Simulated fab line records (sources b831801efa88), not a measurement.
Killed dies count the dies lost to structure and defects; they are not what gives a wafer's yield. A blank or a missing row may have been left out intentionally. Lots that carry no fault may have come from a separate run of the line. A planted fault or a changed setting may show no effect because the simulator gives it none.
fab line records    flow sky130
record lots=6  wafers=18  last-day=50
route steps=708 shown VIA1@471 METAL2@483 PAD_OPEN@708
lots with no fault: from the same line, run without faults
start-h: hours from the record's opening day to when the first of the lot's shown wafers began    wait-h: how many hours have passed since the lot's step before this one    " as in the row above    L1.1+2: several wafers, shown together as one row    - no value, or no start was given    * or withheld: withheld    < > ~ a bound
route shown NAME@n: NAME is a module with steps in the file, n the number in the route of the first one    usual: the fault-free wafers' mean and standard deviation    same: alike in all rows    chamber/n: place in a boat    sites: readings site by site    _std_site: the values' standard deviation    _edge_site: mean of outer sites minus mean of inner sites    radius-mm: how far each site lies from the wafer's centre    mask NAME#n: copy n    behind: the most recent tool/chamber to have shaped the wafer    hold: why the lot went on hold/how many hours it stayed there/how the hold came to an end    device: the n, p or np transistor that did not switch    end of line: the tests these same wafers got at the end of their route    for a step that has no rows: nothing shown but its recipe    killed: at the first sort, the dies lost to defects and structure; wafer yield is something else    map: per-die view of a wafer (x killed, . not killed, _ where there is no die)
set.NAME: setting as actually run; set.NAME@STEP: the setting as run at that earlier step    model.NAME: the simulator's own value behind a step, which no gauge read
lots seen at some steps along the route; tables by step, rows by wafer
services: the hour from which a tool's chamber was out of use, counted from the record's first day as start-h (under 0 if before that day), plus the number of hours and why
## steps
# step SKY_VIA1_OVL_MEAS_13
# usual VIA1_OVL=1/6
lot.wafer  tool        chamber  start-h  wait-h  VIA1_OVL[nm]
L369.1     overlay-01  -        806.44   0.1     11
L369.2     "           -        "        "       7
L369.3     "           -        "        "       7
L372.1     overlay-02  -        846.36   0.1     7
L372.2     "           -        "        "       13
L372.6     "           -        "        "       3
L380.1     overlay-02  -        897.40   0.1     -5
L380.5     "           -        "        "       -11
L380.6     "           -        "        "       -7
L381.2     overlay-02  -        906.81   0.1     10
L381.5     "           -        "        "       -1
L381.6     "           -        "        "       4
L388.2     overlay-01  -        954.21   0.1     -2
L388.3     "           -        "        "       -7
L388.4     "           -        "        "       -1
L389.2     overlay-01  -        962.65   0.1     1
L389.3     "           -        "        "       14
L389.5     "           -        "        "       1
# step SKY_VIA1_ETCH_14
# recipe chemistry=N2/H2  target=BARC  ion-energy-ev=200  source-w=500  bias-w=100  pressure-mtorr=30  n2-flow-sccm=100  h2-flow-sccm=200  stop-on=SiO2  time-s=45.9  target-depth-a=600
# usual drypump-motor-current-A=5.7/0.35  oes-product-au=0.854/0.0047  throttle-valve-pct=13.224/0.0092
lot.wafer  tool         chamber  start-h  wait-h  drypump-motor-current-A  oes-product-au  rf-hours-counter-h  throttle-valve-pct
L369.1     rie-diel-03  2        806.48   0.0     5.4                      0.849           1                   13.232
L369.2     "            3        "        "       6.0                      0.858           3                   13.215
L369.3     "            1        "        "       6.1                      0.853           4                   13.218
L372.1     rie-diel-01  1        846.39   0.0     5.5                      0.860           14                  13.218
L372.2     "            3        "        "       5.5                      0.852           4                   13.215
L372.6     "            0        "        "       5.0                      0.853           -                   13.213
L380.1     rie-diel-02  2        897.44   0.0     6.3                      0.860           4                   13.226
L380.5     "            0        "        "       5.7                      0.859           -                   13.238
L380.6     "            3        "        "       5.4                      0.864           -                   13.219
L381.2     rie-diel-03  3        906.84   0.0     6.0                      0.859           5                   13.211
L381.5     "            2        "        "       5.4                      0.855           -                   13.226
L381.6     "            3        "        "       6.0                      0.853           -                   13.212
L388.2     rie-diel-01  1        954.24   0.0     5.5                      0.846           17                  13.218
L388.3     "            0        "        "       5.0                      0.861           17                  13.226
L388.4     "            3        "        "       5.5                      0.850           7                   13.240
L389.2     rie-diel-02  0        962.68   0.0     5.8                      0.859           4                   13.218
L389.3     "            2        "        "       6.2                      0.855           6                   13.218
L389.5     "            0        "        "       5.7                      0.852           -                   13.226
# step SKY_VIA1_ETCH_15
# recipe target=SiO2  chemistry=C4F8/O2/Ar  target-depth-nm=351  stop-on=TiN  mask-material=KrF-thick  source-w=1500  bias-w=1200  pressure-mtorr=40  c4f8-flow-sccm=withheld  O2_flow_sccm=6  Ar_flow_sccm=300  time-s=54
# step SKY_VIA1_STRIP_16
# recipe chemistry=O2/N2  power-w=1400  pressure-mtorr=1500  platen-temp-c=withheld  o2-flow-sccm=3000  n2-flow-sccm=300  overash-fraction=0.5
# usual drypump-motor-current-A=5.7/0.37  oes-product-au=0.416/0.0047  strip-time-to-endpoint-s=4.461/0.025
lot.wafer  tool             chamber  start-h  wait-h  drypump-motor-current-A  oes-product-au  rf-hours-counter-h  strip-time-to-endpoint-s
L369.1     plasma-asher-02  1        806.56   0.0     5.9                      0.412           65                  4.426
L369.2     "                0        "        "       6.3                      0.424           65                  4.441
L369.3     "                0        "        "       6.4                      0.414           -                   4.411
L372.1     plasma-asher-02  1        846.48   0.0     5.9                      0.414           69                  4.478
L372.2     "                0        "        "       6.3                      0.408           69                  4.478
L372.6     "                1        "        "       5.8                      0.419           -                   4.448
L380.1     plasma-asher-03  1        897.53   0.0     5.3                      0.414           15                  4.416
L380.5     "                0        "        "       5.9                      0.420           -                   4.451
L380.6     "                1        "        "       5.4                      0.422           -                   4.482
L381.2     plasma-asher-01  1        906.93   0.0     5.5                      0.419           45                  4.430
L381.5     "                1        "        "       5.5                      0.415           -                   4.448
L381.6     "                0        "        "       5.2                      0.416           -                   4.423
L388.2     plasma-asher-03  1        954.33   0.0     5.3                      0.415           21                  4.482
L388.3     "                0        "        "       5.8                      0.416           -                   4.410
L388.4     "                1        "        "       5.3                      0.421           -                   4.451
L389.2     plasma-asher-02  0        962.77   0.0     6.3                      0.419           81                  4.471
L389.3     "                1        "        "       5.9                      0.413           -                   4.478
L389.5     "                1        "        "       5.8                      0.418           -                   4.474
# step SKY_VIA1_STRIP_17
# recipe chemistry=post-etch-residue-remover  time-s=1200  temp-c=72.5
# step SKY_VIA1_CLEAN_18
# recipe chemistry=IPA  time-s=180  temp-c=25
# step SKY_VIA1_CLEAN_19
# recipe chemistry=O3/DIW  dry=n2-spin
# step SKY_VIA1_SPUTTER_20
# recipe material=TiN  target-thk-nm=20  chamber-pressure-pa=5  power-w=4000  time-s=80
# usual cathode-dc-power-W=4000.1/0.73  throttle-valve-pct=29.7/1.4
lot.wafer  tool            chamber  start-h  wait-h  cathode-dc-power-W  throttle-valve-pct
L369.1     pvd-sputter-01  -        807.16   0.0     3998.9              29.8
L369.2     "               -        "        "       4000.3              31.7
L369.3     "               -        "        "       3999.9              30.7
L372.1     pvd-sputter-03  -        847.13   0.0     4000.1              31.3
L372.2     "               -        "        "       4000.7              29.7
L372.6     "               -        "        "       4001.1              29.8
L380.1     pvd-sputter-03  -        898.13   0.0     4000.5              30.8
L380.5     "               -        "        "       4000.7              26.3
L380.6     "               -        "        "       3999.7              30.5
L381.2     pvd-sputter-03  -        907.56   0.0     4000.1              30.4
L381.5     "               -        "        "       4001.1              30.9
L381.6     "               -        "        "       4000.3              29.9
L388.2     pvd-sputter-04  -        954.95   0.0     3999.9              30.1
L388.3     "               -        "        "       4000.1              30.0
L388.4     "               -        "        "       3999.4              28.1
L389.2     pvd-sputter-01  -        963.36   0.0     3999.9              32.0
L389.3     "               -        "        "       4000.0              29.7
L389.5     "               -        "        "       3999.1              31.7
# step SKY_VIA1_CVD_21
# recipe material=W  target-thk-nm=270  time-s=80.902  temp-c=400  pressure-torr=40
# step SKY_VIA1_RS_MEAS_22
# recipe thk-meas-gauge=four-point-probe  reads=W_of_VIA1_CVD_21+TiN_of_VIA1_SPUTTER_20
# usual VIA1_W_RS=0.430/0.0063
lot.wafer  tool           chamber  start-h  wait-h  VIA1_W_RS[ohm/sq]
L369.1     film-metro-03  -        807.31   0.1     0.436
L369.2     "              -        "        "       0.428
L369.3     "              -        "        "       0.423
L372.1     film-metro-01  -        847.28   0.1     0.428
L372.2     "              -        "        "       0.440
L372.6     "              -        "        "       0.429
L380.1     film-metro-01  -        898.28   0.1     0.430
L380.5     "              -        "        "       0.427
L380.6     "              -        "        "       0.433
L381.2     film-metro-04  -        908.76   0.1     0.430
L381.5     "              -        "        "       0.436
L381.6     "              -        "        "       0.428
L388.2     film-metro-03  -        955.12   0.1     0.441
L388.3     "              -        "        "       0.416
L388.4     "              -        "        "       0.440
L389.2     film-metro-04  -        963.54   0.1     0.427
L389.3     "              -        "        "       0.424
L389.5     "              -        "        "       0.431
# step SKY_VIA1_THK_MEAS_23
# recipe thk-meas-gauge=xrf  reads=W_of_VIA1_CVD_21
# usual VIA1_W_THK=263/4
lot.wafer  tool           chamber  start-h  wait-h  VIA1_W_THK[nm]
L369.1     film-metro-03  -        807.43   0.1     258
L369.2     "              -        "        "       260
L369.3     "              -        "        "       264
L372.1     film-metro-01  -        847.40   0.1     262
L372.2     "              -        "        "       255
L372.6     "              -        "        "       262
L380.1     film-metro-01  -        898.40   0.1     263
L380.5     "              -        "        "       264
L380.6     "              -        "        "       262
L381.2     film-metro-04  -        908.87   0.1     264
L381.5     "              -        "        "       261
L381.6     "              -        "        "       266
L388.2     film-metro-03  -        955.23   0.1     256
L388.3     "              -        "        "       274
L388.4     "              -        "        "       256
L389.2     film-metro-04  -        963.65   0.1     264
L389.3     "              -        "        "       266
L389.5     "              -        "        "       262
# step SKY_VIA1_CMP_24
# recipe stop-on=SiO2  t-overpolish-s=15  down-force-psi=3.5  platen-rpm=60  target-thk-nm=0  pad-velocity-m-s=0.94248
# usual motor-current-A=11.7/1.2  overpolish-run-s=15.000/0.0094  time-to-endpoint-s=62/3.7
lot.wafer  tool    chamber  start-h  wait-h  motor-current-A  overpolish-run-s  time-to-endpoint-s
L369.1     cmp-01  1        807.49   0.1     10.3             15.027            65
L369.3     "       2        "        "       13.9             14.996            58
L369.2     "       3        "        "       12.7             14.992            60
L372.2     cmp-02  3        847.46   0.0     13.2             15.005            54
L372.1     "       1        "        "       10.2             14.994            57
L372.6     "       3        "        "       12.0             15.016            55
L380.1     cmp-01  0        898.51   0.1     10.1             14.994            65
L380.6     "       3        "        "       12.9             14.996            62
L380.5     "       0        "        "       11.3             15.002            66
L381.2     cmp-01  2        909.10   0.2     13.9             14.999            58
L381.6     "       0        "        "       10.7             15.011            64
L381.5     "       1        "        "       10.7             14.998            62
L388.2     cmp-02  1        955.28   0.0     11.0             15.015            59
L388.3     "       2        "        "       11.4             14.994            73
L388.4     "       3        "        "       13.1             15.001            58
L389.2     cmp-02  1        963.70   0.0     10.1             15.003            62
L389.3     "       2        "        "       11.3             14.984            67
L389.5     "       2        "        "       11.0             14.986            69
# step SKY_METAL2_SPUTTER_00
# recipe material=Ti  target-thk-nm=15  power-w=3000  time-s=10  chamber-pressure-pa=0.4
# usual cathode-dc-power-W=3000.0/0.53  throttle-valve-pct=30.1/1.2
lot.wafer  tool            chamber  start-h  wait-h  cathode-dc-power-W  throttle-valve-pct  model.Ti_of_METAL2_SPUTTER_00.thk-nm
L369.1     pvd-sputter-03  -        807.79   0.2     2999.9              30.4                14.87
L369.2     "               -        "        "       2999.7              26.4                14.83
L369.3     "               -        "        "       2999.6              31.0                14.44
L372.1     pvd-sputter-02  -        847.76   0.1     3000.2              30.5                15.21
L372.2     "               -        "        "       3000.1              30.9                15.05
L372.6     "               -        "        "       2999.3              31.1                15.05
L380.1     pvd-sputter-02  -        898.76   0.2     2999.8              31.0                14.16
L380.5     "               -        "        "       2999.7              30.6                14.37
L380.6     "               -        "        "       3000.1              30.0                14.09
L381.2     pvd-sputter-02  -        909.30   0.1     3001.0              30.5                14.21
L381.5     "               -        "        "       3000.2              30.1                13.81
L381.6     "               -        "        "       2999.8              30.2                14.15
L388.2     pvd-sputter-01  -        955.58   0.2     3000.8              31.7                14.83
L388.3     "               -        "        "       2999.5              29.9                14.92
L388.4     "               -        "        "       2999.4              29.0                15.02
L389.2     pvd-sputter-01  -        964.00   0.2     3000.0              31.9                14.87
L389.3     "               -        "        "       3000.7              29.1                15.09
L389.5     "               -        "        "       2999.4              31.6                14.72
# step SKY_METAL2_SPUTTER_01
# recipe material=TiN  target-thk-nm=20  power-w=6500  time-s=16.7  chamber-pressure-pa=0.4
# usual cathode-dc-power-W=6500.1/1.2  throttle-valve-pct=30.1/1.1
lot.wafer  tool            chamber  start-h  wait-h  cathode-dc-power-W  throttle-valve-pct
L369.1     pvd-sputter-03  -        807.82   0.0     6502.8              30.5
L369.2     "               -        "        "       6500.9              26.5
L369.3     "               -        "        "       6501.0              31.0
L372.1     pvd-sputter-02  -        847.78   0.0     6500.9              30.5
L372.2     "               -        "        "       6502.4              31.2
L372.6     "               -        "        "       6498.5              31.1
L380.1     pvd-sputter-02  -        898.78   0.0     6500.6              30.7
L380.5     "               -        "        "       6500.5              30.6
L380.6     "               -        "        "       6499.2              30.0
L381.2     pvd-sputter-02  -        909.32   0.0     6500.7              30.5
L381.5     "               -        "        "       6500.5              30.1
L381.6     "               -        "        "       6502.5              30.5
L388.2     pvd-sputter-01  -        955.61   0.0     6500.0              31.6
L388.3     "               -        "        "       6499.5              29.9
L388.4     "               -        "        "       6502.2              29.2
L389.2     pvd-sputter-01  -        964.02   0.0     6501.3              31.8
L389.3     "               -        "        "       6500.6              29.3
L389.5     "               -        "        "       6501.0              31.6
# step SKY_PAD_OPEN_PROBE_99
# usual defect-limited-yield=82.2/1.8  killed_at_M0_to_M3=43/6.6  killed_at_M4_up=3.2/1.9  killed-at-contacts=25/5.3  killed-at-front-end=16/4.5  killed-at-other=0.3/0.63  killed-dies=87/8.9  killed-on-rim=17/3.7  killed-open=48/7.9  killed-short=39/5.3  sort_bin_3_pad_short=0.8/0.38  sort_bin_5_function=10.5/1.5  sort_bin_6_memory=6.4/1.2  sort-n-pass=405/8.9  sort-yield-pct=82.2/1.8
# same gross-dies=492  killed-at-back-side=0  sort_bin_4_leakage[%]=0  sort_bin_8_speed[%]=0
lot.wafer  tool       chamber  start-h  wait-h  defect-limited-yield[%]  killed_at_M0_to_M3  killed_at_M4_up  killed-at-contacts  killed-at-front-end  killed-at-other  killed-dies  killed-on-rim  killed-open  killed-short  sort_bin_3_pad_short[%]  sort_bin_5_function[%]  sort_bin_6_memory[%]  sort-n-pass  sort-yield-pct[%]
L369.1     prober-02  -        1089.24  0.1     83.5                     36                  3                27                  14                   1                81           17             36           43            0.6                      8.9                     6.9                   411          83.5
L369.2     prober-02  -        1089.29  0.1     82.3                     46                  2                30                  8                    1                87           18             44           41            0.8                      10.2                    6.7                   405          82.3
L369.3     prober-02  -        1089.34  0.2     81.7                     45                  5                28                  12                   0                90           19             45           43            1.0                      8.7                     8.5                   402          81.7
L380.1     prober-01  -        1156.91  0.1     79.9                     52                  3                32                  12                   0                99           20             61           38            1.2                      10.4                    8.5                   393          79.9
L380.5     prober-01  -        1157.11  0.2     82.5                     40                  1                31                  14                   0                86           11             53           33            0.6                      10.4                    6.5                   406          82.5
L380.6     prober-01  -        1157.16  0.2     83.3                     38                  1                24                  18                   1                82           19             42           40            0.8                      9.1                     6.7                   410          83.3
L381.2     prober-02  -        1160.24  0.1     79.1                     59                  1                20                  23                   0                103          22             56           46            0.6                      12.6                    7.7                   389          79.1
L381.5     prober-02  -        1160.39  0.2     82.3                     52                  1                24                  10                   0                87           14             49           37            0.8                      11.2                    5.7                   405          82.3
L381.6     prober-02  -        1160.44  0.2     85.0                     35                  1                21                  17                   0                74           14             35           39            0.8                      8.3                     5.9                   418          85.0
# killed by level:class
L369.1 CONTACT:geometric-particle:open=8 LI_CONTACT:geometric-particle:open=7 VIA1:geometric-particle:open=6 LOCAL_INTERCONNECT:geometric-particle:short=5 CONTACT:geometric-particle:short=5 VIA1:geometric-particle:short=5 METAL3:geometric-particle:short=5 METAL1:geometric-particle:short=4
L369.2 CONTACT:geometric-particle:open=13 LI_CONTACT:geometric-particle:open=7 METAL2:geometric-particle:short=7 VIA1:geometric-particle:open=7 VIA1:geometric-particle:short=6 VIA3:geometric-particle:open=5 VIA2:geometric-particle:short=5 LI_CONTACT:geometric-particle:short=4
L369.3 CONTACT:geometric-particle:open=16 VIA1:geometric-particle:open=7 VIA3:geometric-particle:open=7 VIA1:geometric-particle:short=6 METAL1:geometric-particle:short=6 METAL2:geometric-particle:short=6 CONTACT:geometric-particle:short=5 FIELD_ISO:geometric-particle:open=4
L380.1 VIA1:geometric-particle:open=12 VIA3:geometric-particle:open=11 CONTACT:geometric-particle:open=10 LI_CONTACT:geometric-particle:open=10 CONTACT:geometric-particle:short=6 METAL3:geometric-particle:short=5 VIA2:geometric-particle:open=5 VIA1:geometric-particle:short=4
L380.5 CONTACT:geometric-particle:open=17 VIA1:geometric-particle:open=10 LI_CONTACT:geometric-particle:open=8 METAL2:geometric-particle:short=5 VIA1:geometric-particle:short=4 POLY_GATE:geometric-particle:short=4 POLY_GATE:geometric-particle:open=4 VIA2:geometric-particle:short=4
L380.6 CONTACT:geometric-particle:open=12 METAL2:geometric-particle:short=8 VIA1:geometric-particle:open=7 CONTACT:geometric-particle:short=6 VIA3:geometric-particle:open=6 FIELD_ISO:geometric-particle:open=4 FIELD_ISO:geometric-particle:short=4 VIA1:geometric-particle:short=4
L381.2 VIA2:geometric-particle:open=17 FIELD_ISO:geometric-particle:open=11 FIELD_ISO:geometric-particle:short=6 LOCAL_INTERCONNECT:geometric-particle:short=6 METAL2:geometric-particle:short=6 VIA2:geometric-particle:short=6 LI_CONTACT:geometric-particle:open=5 METAL1:geometric-particle:short=5
L381.5 VIA1:geometric-particle:open=13 VIA3:geometric-particle:open=12 LI_CONTACT:geometric-particle:open=8 METAL2:geometric-particle:short=7 CONTACT:geometric-particle:open=6 LI_CONTACT:geometric-particle:short=4 CONTACT:geometric-particle:short=4 METAL1:geometric-particle:short=4
L381.6 LI_CONTACT:geometric-particle:open=8 CONTACT:geometric-particle:open=6 VIA1:geometric-particle:open=6 FIELD_ISO:geometric-particle:open=5 FIELD_ISO:geometric-particle:short=5 METAL1:geometric-particle:short=5 VIA1:geometric-particle:short=5 POLY_GATE:geometric-particle:short=4
## services
tool             chamber  start-h  hours  kind
rie-diel-02      2        800.24   14.3   repair
cmp-02           -        801.70   16.7   pm
plasma-asher-03  -        802.40   3.6    repair
pvd-sputter-02   -        820.24   9.1    repair
rie-diel-03      3        826.75   3.7    repair
rie-diel-03      -        827.44   15.6   pm
pvd-sputter-01   -        828.92   1.6    repair
rie-diel-02      -        837.70   0.6    repair
pvd-sputter-01   -        838.44   1.7    repair
cmp-01           -        839.14   13.2   repair
rie-diel-01      3        843.00   1.2    repair
pvd-sputter-03   -        856.70   2.2    repair
pvd-sputter-02   -        869.68   1.7    repair
cmp-02           -        892.31   5.7    pm
cmp-02           -        898.00   6.5    pm
cmp-02           -        899.73   1.8    repair
pvd-sputter-02   -        911.63   2.6    repair
cmp-01           -        912.00   4.0    pm
cmp-01           -        916.00   5.4    pm
cmp-02           -        926.81   0.7    repair
pvd-sputter-01   -        927.11   4.4    repair
pvd-sputter-02   -        939.71   6.3    repair
cmp-02           -        940.39   0.5    repair
pvd-sputter-03   -        961.74   3.9    repair
## key
first-sign none at tools or gauges
model-effect step=SKY_METAL2_SPUTTER_00  value=Ti_of_METAL2_SPUTTER_00.thk-nm  without=14.92  struck=14.13
met-at SKY_METAL2_SPUTTER_00
struck-wafers L380.1,L380.5,L380.6,L381.2,L381.5,L381.6
onset-between 847.76 898.76
also-fits SKY_VIA1_SPUTTER_20:pvd-sputter-03,SKY_VIA1_CMP_24:cmp-01
fault kind=process-parameter-drift  tool=pvd-sputter-02  chamber=-  onset-h=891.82  steps=SKY_METAL2_SPUTTER_00  channel=time-s  offset=*  shape=step  end-h=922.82  acts-in=*  stated=*
